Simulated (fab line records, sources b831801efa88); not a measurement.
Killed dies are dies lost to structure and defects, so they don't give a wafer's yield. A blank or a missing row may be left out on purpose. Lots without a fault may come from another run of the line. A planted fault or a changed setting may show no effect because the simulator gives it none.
Chamber matching | flow gf180mcu | GF_V3_CMP_26 on cmp-02: 4 sister chambers
The step polishes, stops on SiO2, t overpolish 15 s, target thk 0 nm. 14 wafers are shown with their chamber, then 6 later ones without.

WAFERS WITH THEIR CHAMBER
wafer  | chamber | motor_current_A (A) | time_to_endpoint_s (s)
L914.4 | 3       | 9.1                 | 87.3
L914.5 | 1       | 12.4                | 85.4
L914.6 | 0       | 10.9                | 83.4
L918.1 | 3       | 9.1                 | 86.2
L918.4 | 2       | 11.6                | 88.5
L918.5 | 1       | 12.3                | 85.8
L919.1 | 1       | 11.6                | 81.9
L919.2 | 3       | 9.2                 | 81.5
L919.3 | 0       | 10.7                | 82.2
L924.3 | 0       | 10.2                | 86.4
L924.4 | 3       | 8.9                 | 85.4
L924.5 | 2       | 11.5                | 89.5
L929.2 | 3       | 8.8                 | 94.2
L929.4 | 0       | 10.9                | 92.4

SIGNATURES (means of the wafers above)
reading            | chamber 0 | chamber 1 | chamber 2 | chamber 3 | scatter within a chamber
motor_current_A    | 10.675    | 12.100    | 11.550    | 9.020     | 0.286
time_to_endpoint_s | 86.100    | 84.367    | 89.000    | 86.920    | 3.97
Rule: a wafer's distance from a chamber is the root of the sum, over the readings, of the square of ((its reading less the chamber's mean) divided by the reading's scatter). The wafer belongs to the nearest chamber; if the next one is less than 2 further off, it can't be placed. The scatter: the root of (the sum of the squares of (reading less its chamber's mean) over the shown wafers, divided by (wafers less chambers)).

WAFERS WITHOUT THEIR CHAMBER
wafer  | motor_current_A (A) | time_to_endpoint_s (s)
L931.2 | 11.0                | 90.3
L931.4 | 8.9                 | 86.0
L931.5 | 11.5                | 86.1
L937.2 | 10.7                | 88.0
L937.5 | 11.8                | 90.2
L937.6 | 11.7                | 88.9

WHICH CHAMBER EACH WENT THROUGH
wafer  | from the rows above     | in truth
L931.2 | can't be placed: 0 or 2 | 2
L931.4 | 3                       | 3
L931.5 | can't be placed: 2 or 1 | 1
L937.2 | 0                       | 0
L937.5 | can't be placed: 2 or 1 | 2
L937.6 | can't be placed: 2 or 1 | 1
Placed correctly: 2 of 6. Can't be placed from these rows: 4 (the true chamber is among the candidates in 4). Placed wrongly: 0.
